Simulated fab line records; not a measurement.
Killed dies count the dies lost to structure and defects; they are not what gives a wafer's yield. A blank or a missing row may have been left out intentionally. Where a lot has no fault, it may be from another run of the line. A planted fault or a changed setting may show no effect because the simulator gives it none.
fab line records ; flow sky130
[record] lots = 5; wafers = 15; lastDay = 49
route steps=708 shown VT_ADJUST_HVTR@135 VT_ADJUST_PCH@143 SONOS_TUNNEL@154
lots that met no fault: from a run of the same line without faults
startH: hours from the record's opening day to when the first of the lot's shown wafers began ; waitH: time in hours since the lot's previous step ; " identical to the entry in the row above ; L1.1+2: one row covering several wafers at once ; - either no value or no given start ; * or withheld: withheld ; < > ~ a bound
route shown NAME@n: names a module that has steps shown in the file, with the first one's number in the route ; usual: mean/standard deviation of fault-free wafers ; same: alike in all rows ; chamber/n: place in a boat ; sites: readings site by site ; _std_site: how widely they spread, as a standard deviation ; _edge_site: the outer-site mean with the inner-site mean subtracted ; radiusMm: how far each site lies from the wafer's centre ; mask NAME#n: copy n ; behind: the most recent tool/chamber to have shaped the wafer ; hold: cause of the lot's hold/its duration in hours/its outcome ; device: transistor that didn't switch, given as n, p or np ; end of line: at the end of the route, the tests of the same wafers ; a step given without rows: its recipe and nothing more ; killed: dies that structure and defects cost at the first sort, which is not the same as the wafer's yield ; map: a wafer's dies, marking killed ones x, the rest . and places with no die _
set.NAME: the setting the step ran with; set.NAME@STEP: the setting that earlier step ran with ; model.NAME: the simulator's own value behind a step, which no gauge read
a table for each step, a row for each wafer; lots at some steps of the route
services: from which hour (startH, from the record's first day; less than 0 if before it) a tool's chamber was out of use, for how many hours, and why
[[steps]]
[step SKY_VT_ADJUST_HVTR_EXPOSE_04]
[recipe] maskId = HVTRM; targetCdNm = 380; na = 0.6; sourceShape = conventional; sigmaOuter = 0.6; doseMj = 150
[step SKY_VT_ADJUST_HVTR_PEB_05]
[recipe] tempC = withheld; timeS = *; resist = NOVOLAK
[step SKY_VT_ADJUST_HVTR_DEVELOP_06]
[recipe] developTimeS = 60; devTempC = 23
[step SKY_VT_ADJUST_HVTR_CD_MEAS_07]
[recipe] targetCdNm = 380
[usual] cdNm = 380.5/2.1
lot.wafer;tool;chamber;startH;waitH;cdNm
L858.1;cdSem-01;-;246.80;0.1;381.8
L858.4;cdSem-01;-;246.80;0.1;381.4
L858.5;cdSem-01;-;246.80;0.1;380.8
L862.1;cdSem-01;-;273.05;0.1;379.4
L862.4;cdSem-01;-;273.05;0.1;376.2
L862.6;cdSem-01;-;273.05;0.1;376.2
L865.3;cdSem-02;-;295.79;0.1;378.0
L865.4;cdSem-02;-;295.79;0.1;379.2
L865.6;cdSem-02;-;295.79;0.1;378.5
L871.1;cdSem-02;-;344.05;0.1;380.6
L871.3;cdSem-02;-;344.05;0.1;381.5
L871.4;cdSem-02;-;344.05;0.1;378.9
L872.2;cdSem-02;-;347.95;0.2;378.8
L872.3;cdSem-02;-;347.95;0.2;378.3
L872.6;cdSem-02;-;347.95;0.2;380.2
[step SKY_VT_ADJUST_HVTR_OVL_MEAS_08]
[usual] VT_ADJUST_HVTR_OVL = 0.3/1.6
lot.wafer;tool;chamber;startH;waitH;VT_ADJUST_HVTR_OVL[nm]
L858.1;overlay-01;-;246.92;0.1;0.6
L858.4;overlay-01;-;246.92;0.1;-0.7
L858.5;overlay-01;-;246.92;0.1;-1.7
L862.1;overlay-02;-;273.17;0.1;0.8
L862.4;overlay-02;-;273.17;0.1;-0.9
L862.6;overlay-02;-;273.17;0.1;0.9
L865.3;overlay-02;-;295.89;0.1;-0.8
L865.4;overlay-02;-;295.89;0.1;-0.1
L865.6;overlay-02;-;295.89;0.1;-2.2
L871.1;overlay-01;-;344.17;0.1;-1.9
L871.3;overlay-01;-;344.17;0.1;0.2
L871.4;overlay-01;-;344.17;0.1;-1.1
L872.2;overlay-01;-;348.06;0.1;-2.1
L872.3;overlay-01;-;348.06;0.1;-1.0
L872.6;overlay-01;-;348.06;0.1;-1.1
[step SKY_VT_ADJUST_HVTR_IMPLANT_09]
[recipe] species = B; energyKev = 10; doseCm2 = 2.1e+12; tiltDeg = withheld
[step SKY_VT_ADJUST_HVTR_STRIP_10]
[recipe] chemistry = O2/N2; powerW = 1400; pressureMtorr = 1500; platenTempC = withheld; o2FlowSccm = 3000; n2FlowSccm = 300; overashFraction = 0.5
[usual] drypumpMotorCurrentA = 5.7/0.45; oesProductAu = 0.716/0.0048; stripTimeToEndpointS = 14.16/0.03
lot.wafer;tool;chamber;startH;waitH;drypumpMotorCurrentA;oesProductAu;rfHoursCounterH;stripTimeToEndpointS
L858.1;plasmaAsher-03;1;247.11;0.1;6.2;0.716;41;14.18
L858.4;plasmaAsher-03;0;247.11;0.1;6.2;0.716;-;14.14
L858.5;plasmaAsher-03;0;247.11;0.1;6.2;0.713;-;14.18
L862.1;plasmaAsher-02;0;273.36;0.1;5.1;0.716;17;14.18
L862.4;plasmaAsher-02;0;273.36;0.1;5.1;0.717;-;14.18
L862.6;plasmaAsher-02;0;273.36;0.1;5.1;0.716;-;14.13
L865.3;plasmaAsher-03;1;296.09;0.1;6.2;0.715;-;14.16
L865.4;plasmaAsher-03;0;296.09;0.1;6.2;0.707;-;14.18
L865.6;plasmaAsher-03;1;296.09;0.1;6.2;0.716;-;14.14
L871.1;plasmaAsher-01;0;344.36;0.1;5.3;0.720;69;14.13
L871.3;plasmaAsher-01;1;344.36;0.1;5.5;0.709;-;14.12
L871.4;plasmaAsher-01;0;344.36;0.1;5.3;0.714;-;14.17
L872.2;plasmaAsher-02;0;348.24;0.1;5.1;0.714;23;14.14
L872.3;plasmaAsher-02;0;348.24;0.1;5.1;0.720;-;14.16
L872.6;plasmaAsher-02;0;348.24;0.1;5.1;0.721;-;14.21
[step SKY_VT_ADJUST_HVTR_TW_MEAS_11]
[usual] VT_ADJUST_HVTR_TW = 210.9/2.5
lot.wafer;tool;chamber;startH;waitH;VT_ADJUST_HVTR_TW
L858.1;filmMetro-01;-;247.21;0.1;211.4
L858.4;filmMetro-01;-;247.21;0.1;211.6
L858.5;filmMetro-01;-;247.21;0.1;210.9
L862.1;filmMetro-04;-;273.46;0.1;210.5
L862.4;filmMetro-04;-;273.46;0.1;210.1
L862.6;filmMetro-04;-;273.46;0.1;210.8
L865.3;filmMetro-04;-;296.18;0.1;210.4
L865.4;filmMetro-04;-;296.18;0.1;210.9
L865.6;filmMetro-04;-;296.18;0.1;210.7
L871.1;filmMetro-01;-;344.46;0.1;212.8
L871.3;filmMetro-01;-;344.46;0.1;211.6
L871.4;filmMetro-01;-;344.46;0.1;212.1
L872.2;filmMetro-04;-;348.35;0.1;209.3
L872.3;filmMetro-04;-;348.35;0.1;209.2
L872.6;filmMetro-04;-;348.35;0.1;208.6
[step SKY_VT_ADJUST_PCH_DEHYDRATE_00]
[recipe] tempC = 200; timeS = 60
[step SKY_VT_ADJUST_PCH_HMDS_01]
[recipe] primeTimeS = 60; primeTempC = 120
[step SKY_VT_ADJUST_PCH_COAT_02]
[recipe] spinRpm = 2000; resistThkNm = 3000
[step SKY_VT_ADJUST_PCH_SOFTBAKE_03]
[recipe] tempC = 110; timeS = withheld
[step SKY_VT_ADJUST_PCH_EXPOSE_04]
[recipe] maskId = NWM; na = 0.6; sourceShape = conventional; sigmaOuter = 0.6; polarization = unpolarized; targetCdNm = 840; doseMj = 255
[usual] focusOffsetNm = 0.1/0.5; stageVelMmS = 499.95/0.23
lot.wafer;tool;chamber;startH;waitH;mask;focusOffsetNm;stageVelMmS
L858.1;ilineStepper-02;0;259.40;-;NWM#0;0.2;499.87
L858.4;ilineStepper-02;0;259.40;-;NWM#0;-0.3;499.75
L858.5;ilineStepper-02;0;259.40;-;NWM#0;0.3;499.98
L862.1;ilineStepper-02;0;285.41;-;TUNM#0;0.0;500.14
L862.4;ilineStepper-02;0;285.41;-;TUNM#0;0.2;499.62
L862.6;ilineStepper-02;0;285.41;-;TUNM#0;-0.4;499.91
L865.3;ilineStepper-02;0;308.16;-;NWM#0;0.3;499.96
L865.4;ilineStepper-02;0;308.16;-;NWM#0;-0.2;499.85
L865.6;ilineStepper-02;0;308.16;-;NWM#0;-0.1;499.91
L871.1;ilineStepper-02;0;358.37;-;NWM#0;-0.5;500.03
L871.3;ilineStepper-02;0;358.37;-;NWM#0;0.8;499.85
L871.4;ilineStepper-02;0;358.37;-;NWM#0;-0.2;499.68
L872.2;ilineStepper-01;0;362.62;-;NWM#0;0.6;500.20
L872.3;ilineStepper-01;0;362.62;-;NWM#0;0.3;500.46
L872.6;ilineStepper-01;0;362.62;-;NWM#0;0.4;500.26
[step SKY_VT_ADJUST_PCH_PEB_05]
[recipe] tempC = 115; timeS = withheld
[step SKY_VT_ADJUST_PCH_DEVELOP_06]
[recipe] wallAngleDeg = 90; developer = TMAH; developTimeS = 60; devTempC = 23
[step SKY_VT_ADJUST_PCH_OVL_MEAS_07]
[usual] VT_ADJUST_PCH_OVL = -0.1/1.3
lot.wafer;tool;chamber;startH;waitH;VT_ADJUST_PCH_OVL[nm]
L858.1;overlay-02;-;270.62;-;1.5
L858.4;overlay-02;-;270.62;-;1.1
L858.5;overlay-02;-;270.62;-;-1.2
L862.1;overlay-01;-;296.51;-;-
L862.4;overlay-01;-;296.51;-;-
L862.6;overlay-01;-;296.51;-;-
L865.3;overlay-02;-;321.08;-;-2.3
L865.4;overlay-02;-;321.08;-;-3.7
L865.6;overlay-02;-;321.08;-;0.8
L871.1;overlay-01;-;371.50;-;-0.9
L871.3;overlay-01;-;371.50;-;-0.6
L871.4;overlay-01;-;371.50;-;0.7
L872.2;overlay-02;-;376.12;-;-0.1
L872.3;overlay-02;-;376.12;-;-0.8
L872.6;overlay-02;-;376.12;-;0.3
[step SKY_VT_ADJUST_PCH_IMPLANT_08]
[recipe] species = B; energyKev = 10; doseCm2 = 5e+11; tiltDeg = withheld
[step SKY_VT_ADJUST_PCH_STRIP_09]
[recipe] chemistry = O2/N2; powerW = 1400; pressureMtorr = 1500; platenTempC = withheld; o2FlowSccm = 3000; n2FlowSccm = 300; overashFraction = 0.5
[usual] drypumpMotorCurrentA = 5.9/0.34; oesProductAu = 0.723/0.0043; stripTimeToEndpointS = 36.98/0.11
lot.wafer;tool;chamber;startH;waitH;drypumpMotorCurrentA;oesProductAu;rfHoursCounterH;stripTimeToEndpointS
L858.1;plasmaAsher-03;0;270.81;0.1;6.2;0.720;43;37.08
L858.4;plasmaAsher-03;0;270.81;0.1;6.2;0.716;-;37.01
L858.5;plasmaAsher-03;0;270.81;0.1;6.2;0.718;-;36.94
L862.1;plasmaAsher-02;0;296.70;0.1;5.1;0.733;19;37.11
L862.4;plasmaAsher-02;1;296.70;0.1;6.2;0.721;-;37.03
L862.6;plasmaAsher-02;0;296.70;0.1;5.2;0.721;-;37.01
L865.3;plasmaAsher-04;1;321.29;0.1;6.0;0.720;-;36.97
L865.4;plasmaAsher-04;0;321.29;0.1;5.7;0.718;-;36.99
L865.6;plasmaAsher-04;0;321.29;0.1;5.7;0.723;-;37.00
L871.1;plasmaAsher-02;1;371.69;0.1;6.2;0.719;25;36.72
L871.3;plasmaAsher-02;0;371.69;0.1;5.1;0.722;-;36.73
L871.4;plasmaAsher-02;1;371.69;0.1;6.2;0.722;-;36.81
L872.2;plasmaAsher-04;0;376.30;0.1;5.7;0.728;70;36.90
L872.3;plasmaAsher-04;0;376.30;0.1;5.7;0.725;-;36.94
L872.6;plasmaAsher-04;1;376.30;0.1;6.0;0.719;-;36.96
[step SKY_VT_ADJUST_PCH_TW_MEAS_10]
[usual] VT_ADJUST_PCH_TW = 142.6/1.3
lot.wafer;tool;chamber;startH;waitH;VT_ADJUST_PCH_TW
L858.1;filmMetro-01;-;270.91;0.1;141.4
L858.4;filmMetro-01;-;270.91;0.1;141.5
L858.5;filmMetro-01;-;270.91;0.1;142.2
L862.1;filmMetro-02;-;296.80;0.1;30.4
L862.4;filmMetro-02;-;296.80;0.1;30.3
L862.6;filmMetro-02;-;296.80;0.1;30.3
L865.3;filmMetro-04;-;321.38;0.1;141.1
L865.4;filmMetro-04;-;321.38;0.1;141.0
L865.6;filmMetro-04;-;321.38;0.1;140.7
L871.1;filmMetro-01;-;371.79;0.1;142.6
L871.3;filmMetro-01;-;371.79;0.1;142.9
L871.4;filmMetro-01;-;371.79;0.1;143.4
L872.2;filmMetro-01;-;376.41;0.1;143.3
L872.3;filmMetro-01;-;376.41;0.1;144.0
L872.6;filmMetro-01;-;376.41;0.1;143.2
[step SKY_SONOS_TUNNEL_DEHYDRATE_00]
[recipe] tempC = 200; timeS = 60
[step SKY_SONOS_TUNNEL_HMDS_01]
[recipe] primeTimeS = 60; primeTempC = 120
[step SKY_SONOS_TUNNEL_COAT_02]
[recipe] resist = NOVOLAK; spinRpm = 3000; resistThkNm = 1140
[step SKY_SONOS_TUNNEL_SOFTBAKE_03]
[recipe] tempC = 90; timeS = 60; resist = NOVOLAK
[step SKY_SONOS_TUNNEL_EXPOSE_04]
[recipe] maskId = TUNM; na = 0.6; sourceShape = conventional; sigmaOuter = 0.6; polarization = unpolarized; targetCdNm = 410; doseMj = 136
[step SKY_SONOS_TUNNEL_PEB_05]
[recipe] tempC = withheld; timeS = *; resist = NOVOLAK
[step SKY_SONOS_TUNNEL_DEVELOP_06]
[recipe] resist = NOVOLAK; developer = TMAH; developTimeS = 60; devTempC = 23
[step SKY_SONOS_TUNNEL_CD_MEAS_07]
[recipe] targetCdNm = 410
[usual] cdNm = 410.2/2.4
lot.wafer;tool;chamber;startH;waitH;cdNm
L858.1;cdSem-01;-;294.90;0.1;410.2
L858.4;cdSem-01;-;294.90;0.1;410.5
L858.5;cdSem-01;-;294.90;0.1;410.2
L862.1;cdSem-02;-;322.02;0.1;408.6
L862.4;cdSem-02;-;322.02;0.1;408.0
L862.6;cdSem-02;-;322.02;0.1;404.7
L865.3;cdSem-02;-;347.64;0.1;413.2
L865.4;cdSem-02;-;347.64;0.1;412.0
L865.6;cdSem-02;-;347.64;0.1;413.2
L871.1;cdSem-01;-;399.60;0.1;411.9
L871.3;cdSem-01;-;399.60;0.1;412.4
L871.4;cdSem-01;-;399.60;0.1;412.8
L872.2;cdSem-01;-;404.92;0.1;414.7
L872.3;cdSem-01;-;404.92;0.1;413.3
L872.6;cdSem-01;-;404.92;0.1;412.0
[step SKY_SONOS_TUNNEL_OVL_MEAS_08]
[usual] SONOS_TUNNEL_OVL = 0.0/1.2
lot.wafer;tool;chamber;startH;waitH;SONOS_TUNNEL_OVL[nm]
L858.1;overlay-02;-;295.02;0.1;-0.6
L858.4;overlay-02;-;295.02;0.1;0.8
L858.5;overlay-02;-;295.02;0.1;0.9
L862.1;overlay-01;-;322.14;0.1;1.8
L862.4;overlay-01;-;322.14;0.1;0.6
L862.6;overlay-01;-;322.14;0.1;0.9
L865.3;overlay-02;-;347.73;0.1;-1.4
L865.4;overlay-02;-;347.73;0.1;-1.4
L865.6;overlay-02;-;347.73;0.1;0.2
L871.1;overlay-02;-;399.72;0.1;0.6
L871.3;overlay-02;-;399.72;0.1;1.6
L871.4;overlay-02;-;399.72;0.1;1.2
L872.2;overlay-01;-;405.03;0.1;-0.4
L872.3;overlay-01;-;405.03;0.1;0.4
L872.6;overlay-01;-;405.03;0.1;0.4
[step SKY_SONOS_TUNNEL_IMPLANT_09]
[recipe] species = B; energyKev = 20; doseCm2 = 1e+12; tiltDeg = withheld
[step SKY_SONOS_TUNNEL_WET_ETCH_10]
[recipe] chemistry = dHF; targetDepthNm = 14; target = SiO2; dilution = 100:1; tempC = 25; timeS = 280
[step SKY_SONOS_TUNNEL_STRIP_11]
[recipe] chemistry = SPM; timeS = 600; tempC = 130
[step SKY_SONOS_TUNNEL_TW_MEAS_12]
[usual] SONOS_TUNNEL_TW = 199.2/1.7
lot.wafer;tool;chamber;startH;waitH;SONOS_TUNNEL_TW
L858.1;filmMetro-03;-;295.50;0.0;201.5
L858.4;filmMetro-03;-;295.50;0.0;201.1
L858.5;filmMetro-03;-;295.50;0.0;201.5
L862.1;filmMetro-03;-;322.69;0.0;216.5
L862.4;filmMetro-03;-;322.69;0.0;216.2
L862.6;filmMetro-03;-;322.69;0.0;216.2
L865.3;filmMetro-01;-;348.19;0.0;197.7
L865.4;filmMetro-01;-;348.19;0.0;199.6
L865.6;filmMetro-01;-;348.19;0.0;198.1
L871.1;filmMetro-02;-;400.17;0.0;200.0
L871.3;filmMetro-02;-;400.17;0.0;200.1
L871.4;filmMetro-02;-;400.17;0.0;199.6
L872.2;filmMetro-01;-;405.48;0.0;198.3
L872.3;filmMetro-01;-;405.48;0.0;199.2
L872.6;filmMetro-01;-;405.48;0.0;198.6
[step SKY_SONOS_TUNNEL_CLEAN_13]
[recipe] chemistry = dHF; timeS = 20; dilution = 100:1; dry = ipaMarangoni
[[services]]
tool;chamber;startH;hours;kind
plasmaAsher-04;-;226.88;14.6;pm
ilineStepper-02;-;229.03;1.7;pm
plasmaAsher-02;-;328.95;5.1;repair
ilineStepper-02;0;334.76;-;calibration
plasmaAsher-02;-;343.80;2.8;pm
ilineStepper-01;0;362.71;-;calibration
[[key]]
[firstSign] step = SKY_VT_ADJUST_PCH_EXPOSE_04; reading = mask; direction = changed
[effect] step = SKY_VT_ADJUST_PCH_OVL_MEAS_07; reading = VT_ADJUST_PCH_OVL; direction = missing
[effect] step = SKY_VT_ADJUST_PCH_TW_MEAS_10; reading = VT_ADJUST_PCH_TW; direction = down; sigmas = 89; usual = 142.6; struck = 30.3
[effect] step = SKY_SONOS_TUNNEL_TW_MEAS_12; reading = SONOS_TUNNEL_TW; direction = up; sigmas = 10; usual = 199.2; struck = 216.3
metAt SKY_VT_ADJUST_PCH_EXPOSE_04
struckWafers L862.1,L862.4,L862.6
sortLeftOut L862.1,L862.4,L862.6
testerLeftOut L862
onsetBetween 259.40 285.41
[fault] kind = wrongMask; tool = any; chamber = -; onsetH = 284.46; steps = SKY_VT_ADJUST_PCH_EXPOSE_04; auxCopy = TUNM#0; scope = struckLotsOnly
// testerLeftOut: of these lots the tester's yield and bins aren't shown, on N5 and GAA mostly nor the transistor test; their killed dies are dies lost to structure and defects alone, not to doping, threshold or leakage, so they don't give the yield
// sortLeftOut: the simulated sort isn't trusted on such a fault, so these wafers' sort isn't shown, and their yield isn't known
